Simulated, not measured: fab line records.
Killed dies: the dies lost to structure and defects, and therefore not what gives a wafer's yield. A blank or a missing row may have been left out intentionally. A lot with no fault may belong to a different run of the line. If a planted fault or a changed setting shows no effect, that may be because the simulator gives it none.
Which of the tools did it? / flow sky130 / 6 lots, 18 wafers sampled, at 1 step of a route of 708

## WHAT THE GAUGES READ, wafer by wafer
SKY_RES_PROTECT_TW_MEAS_08.
lot=L197; measured=day 15 21:46; on=film-metro-03; POLY_GATE_TW=4009 4002 3998
lot=L198; measured=day 16 08:31; on=film-metro-04; POLY_GATE_TW=4083 4065 4071
lot=L206; measured=day 18 21:56; on=film-metro-02; POLY_GATE_TW=4053 4041 4066
lot=L209; measured=day 21 02:35; on=film-metro-02; POLY_GATE_TW=4078 4106 4099
lot=L212; measured=day 21 11:03; on=film-metro-02; POLY_GATE_TW=4102 4101 4122
lot=L215; measured=day 22 01:58; on=film-metro-03; POLY_GATE_TW=3980 3981 3976

## TOOL THAT RAN EACH LOT (tool first, then ch and the chambers of the sampled wafers, then the start)
Before these readings, the record contains no process step.

## THE ANSWER, worked out from the rows above alone
Rule: the usual values come from the lots themselves. The widest of any qualifying gaps counts: lots, ordered by their means at a reading, are off when they make up no more than a third of the lots, leave a main group of 4 or more, and stand apart from it by 3 or more times the standard deviation of that group's means. A main group whose means are all the same, to the digits that the tables above print for the reading, isn't used. A lot without any number at a reading at which 4 lots or more have one is off too. All remaining lots with rows at the step are treated as sound.
None of the lots is off at any reading shown; this tells nothing.

## WHAT WAS PUT IN BY THE SIMULATOR
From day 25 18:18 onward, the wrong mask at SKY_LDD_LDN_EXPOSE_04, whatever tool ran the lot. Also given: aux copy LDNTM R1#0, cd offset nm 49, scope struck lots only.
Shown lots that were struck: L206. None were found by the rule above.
